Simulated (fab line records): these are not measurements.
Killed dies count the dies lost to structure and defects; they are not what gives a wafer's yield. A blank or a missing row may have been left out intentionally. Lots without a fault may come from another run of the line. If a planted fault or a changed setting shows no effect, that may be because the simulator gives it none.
Comparing a struck lot with a sound one | flow sky130 | 18 out of 708 route steps
Sound: these wafers, L657.2, L657.3, L657.4. Wafers struck: L669.2, L669.4, L669.6. The cause is named last.
Order at every step that has rows: each side's tool, ch and its chambers, its first start. Under that, the readings that differ: sound wafers | struck wafers | difference of the means | sigmas: that difference in standard deviations of wafers without a fault.
alike: readings with means less than 2 such deviations apart, plus words and numbers identical on both sides. not compared: withheld readings, readings lacking a value on some wafer, bounds such as >300 that could conceal the same value, and numbers that have no deviation in the record and whose values overlap.
A row with sigmas, a row that says differs or no value, or rows on one side alone: a step with any of these is where the two part. Non-overlapping numbers with no deviation appear without sigmas and do not part them. Lack of a reading on every wafer of one side parts them only where that side has two or more wafers.

first, 3 steps without rows for these wafers: SKY_VT_ADJUST_HVTP_EXPOSE_04 (exposes mask HVTPM, target cd 380 nm); SKY_VT_ADJUST_HVTP_PEB_05; SKY_VT_ADJUST_HVTP_DEVELOP_06 (develop time 60 s).
SKY_VT_ADJUST_HVTP_CD_MEAS_07: the cd target is 380 nm.
  sound: cd_sem-02 at day 6 03:12; struck: cd_sem-01 at day 10 02:44
  alike: cd_nm
SKY_VT_ADJUST_HVTP_OVL_MEAS_08:
  sound: overlay-02 at day 6 03:19; struck: overlay-01 at day 10 02:51
  alike: VT_ADJUST_HVTP_OVL
then, 1 step without rows for these wafers: SKY_VT_ADJUST_HVTP_IMPLANT_09.
SKY_VT_ADJUST_HVTP_STRIP_10: strips in O2/N2.
  sound on plasma_asher-04 ch 0,1, day 6 03:29; struck on plasma_asher-01 ch 0,1, day 10 03:02
  reading                      | sound             | struck            | difference | sigmas
  strip_time_to_endpoint_s (s) | 14.19 14.13 14.16 | 14.23 14.24 14.25 | +0.08      | +2
  alike: drypump_motor_current_A, oes_product_au
  not compared: rf_hours_counter_h
SKY_VT_ADJUST_HVTP_TW_MEAS_11:
  sound: film_metro-01 at day 6 03:36; struck: film_metro-04 at day 10 03:08
  alike: VT_ADJUST_HVTP_TW
then, 4 steps without rows for these wafers: SKY_VT_ADJUST_LVTN_DEHYDRATE_00 (time 60 s); SKY_VT_ADJUST_LVTN_HMDS_01 (prime time 60 s); SKY_VT_ADJUST_LVTN_COAT_02 (resist thk 3000 nm); SKY_VT_ADJUST_LVTN_SOFTBAKE_03.
SKY_VT_ADJUST_LVTN_EXPOSE_04: exposes mask NWM COMPLEMENT LESS NATIVE, target cd 840 nm.
  sound on iline_stepper-01 ch 0, day 6 13:49; struck on iline_stepper-01 ch 0, day 10 14:43
  reading                                | sound                   | struck            | difference | sigmas
  model.VT_ADJUST_LVTN.overlay_x_nm (nm) | -0.3654 -0.3654 -0.3654 | 5.123 5.123 5.123 | +5.488     |
  alike: mask
then, 2 steps without rows for these wafers: SKY_VT_ADJUST_LVTN_PEB_05; SKY_VT_ADJUST_LVTN_DEVELOP_06 (develop time 60 s).
SKY_VT_ADJUST_LVTN_OVL_MEAS_07:
  sound: overlay-01 at day 6 22:16; struck: overlay-01 at day 11 02:20
  reading                 | sound       | struck      | difference | sigmas
  VT_ADJUST_LVTN_OVL (nm) | 1.4 0.9 0.7 | 4.4 6.0 5.1 | +4.2       | +3
then, 1 step without rows for these wafers: SKY_VT_ADJUST_LVTN_IMPLANT_08.
-- record jumps: 38 days separate the struck wafers' starts on either side; left off in module VT_ADJUST_LVTN, taken up again in module PAD_OPEN, whose first shown step is the route's number 708 --
SKY_PAD_OPEN_PROBE_99:
  sound: prober-02 at day 45 17:26; struck: prober-02 at day 49 03:30
  alike: killed_at_M0_to_M3, killed_at_M4_up, killed_at_contacts, killed_at_front_end, killed_at_other, killed_dies, killed_open, killed_short

WHERE THEY PART
Earliest at SKY_VT_ADJUST_HVTP_STRIP_10; latest, in this record, at SKY_VT_ADJUST_LVTN_OVL_MEAS_07. Later steps at which nothing parts them and some readings are alike: SKY_PAD_OPEN_PROBE_99.

WHY: what the simulator had put in
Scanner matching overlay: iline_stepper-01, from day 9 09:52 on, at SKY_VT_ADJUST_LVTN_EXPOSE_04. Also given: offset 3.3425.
